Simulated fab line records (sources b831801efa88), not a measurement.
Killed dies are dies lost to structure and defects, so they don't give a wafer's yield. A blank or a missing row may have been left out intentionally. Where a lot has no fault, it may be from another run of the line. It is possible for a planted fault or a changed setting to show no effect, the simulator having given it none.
A lot that was struck, set against a sound lot / flow sky130 / 26 out of 708 route steps
Sound: these wafers, L365.3, L365.4, L365.6. Wafers L377.4, L377.5, L377.6 were the ones struck. The cause is given at the end.
Per side, at each step with rows, come the tool, then ch with its chambers, and then its first start. Under that, the readings that differ: sound wafers / struck wafers / difference of the means / sigmas: that difference in standard deviations of wafers without a fault.
alike: words and numbers the same on both sides, and readings whose means are apart by under 2 such deviations; not compared: readings that were withheld, readings missing a value for some wafer, numbers with overlapping values and no deviation given by the record, and bounds like >300 which may hide the same value.
Wherever a step has rows on one side only, a row that says differs or no value, or a row with sigmas, the two part there. Numbers that have no deviation but don't overlap get no sigmas and don't part them. A reading missing from all wafers of one side parts the sides only when that side holds two or more wafers.

first, 3 steps without rows for these wafers: SKY_FIELD_ISO_WET_ETCH_30 (etches SiO2 in dHF, target depth 25 nm, time 50 s); SKY_NWELL_CLEAN_00 (cleans in SC1/SC2, time 150 s); SKY_NWELL_OXIDATION_01 (stabilise 600 s, purge 300 s, target thk 10 nm).
SKY_NWELL_THK_MEAS_02:
  sound on film metro-04 at day 2 19:38; struck on film metro-04 at day 5 07:04
  alike: NWELL_OXIDATION_THK
then, 8 steps without rows for these wafers: SKY_DNWELL_DEHYDRATE_00 (time 60 s); SKY_DNWELL_HMDS_01 (prime time 60 s); SKY_DNWELL_COAT_02 (resist thk 3000 nm); SKY_DNWELL_SOFTBAKE_03; SKY_DNWELL_EXPOSE_04 (exposes mask DNM, target cd 3000 nm); SKY_DNWELL_PEB_05; SKY_DNWELL_DEVELOP_06 (develop time 60 s); SKY_DNWELL_IMPLANT_07.
SKY_DNWELL_STRIP_08: strips in O2/N2.
  sound on plasma asher-04 ch 0,1, day 3 11:37; struck on plasma asher-01 ch 0,1, day 6 01:19
  no value came back on the struck wafers for chamber pressure mTorr (mTorr), drypump motor current A (A), oes product au (a.u.), strip time to endpoint s (s); on the sound wafers chamber pressure mTorr (mTorr) reads 1499.0 1500.9 1500.6
reading=model.coat_of_DNWELL_COAT_02.thk nm (nm); sound=0 0 0; struck=2988 2989 2985; difference=+2987; sigmas=
  not compared: rf hours counter h
SKY_DNWELL_TW_MEAS_09:
  sound on film metro-04 at day 3 11:41; struck on film metro-01 at day 6 01:25
  alike: DNWELL_TW
then, 7 steps without rows for these wafers: SKY_PWDE_DEHYDRATE_00 (time 60 s); SKY_PWDE_HMDS_01 (prime time 60 s); SKY_PWDE_COAT_02 (resist thk 3000 nm); SKY_PWDE_SOFTBAKE_03; SKY_PWDE_EXPOSE_04 (exposes mask PWDEM, target cd 840 nm); SKY_PWDE_PEB_05; SKY_PWDE_DEVELOP_06 (develop time 60 s).
SKY_PWDE_OVL_MEAS_07:
  sound on overlay-02 at day 4 03:53; struck on overlay-01 at day 6 19:10
  alike: PWDE_OVL
then, 1 step without rows for these wafers: SKY_PWDE_IMPLANT_08.
SKY_PWDE_STRIP_09: strips in O2/N2.
  sound on plasma asher-01 ch 0,1, day 4 04:06; struck on plasma asher-03 ch 0,1, day 6 19:22
reading=drypump motor current A (A); sound=6.1 5.1 5.1; struck=6.5 6.1 6.5; difference=+0.9; sigmas=+2
reading=oes product au (a.u.); sound=0.725 0.724 0.720; struck=0.731 0.738 0.736; difference=+0.012; sigmas=+3
reading=strip time to endpoint s (s); sound=36.84 36.83 36.91; struck=80.88 81.00 80.99; difference=+44.10; sigmas=+99 or more
  alike: chamber pressure mTorr
  not compared: rf hours counter h
SKY_PWDE_TW_MEAS_10:
  sound on film metro-02 at day 4 04:11; struck on film metro-02 at day 6 19:28
reading=PWDE_TW; sound=374.3 372.9 372.8; struck=29.6 29.7 29.6; difference=-343.7; sigmas=-99 or more
then, 1 step without rows for these wafers: SKY_NWELL_DEHYDRATE_03 (time 60 s).

== WHERE THEY PART ==
Earliest at SKY_DNWELL_STRIP_08; latest, in this record, at SKY_PWDE_TW_MEAS_10.

WHY: what had been put in by the simulator
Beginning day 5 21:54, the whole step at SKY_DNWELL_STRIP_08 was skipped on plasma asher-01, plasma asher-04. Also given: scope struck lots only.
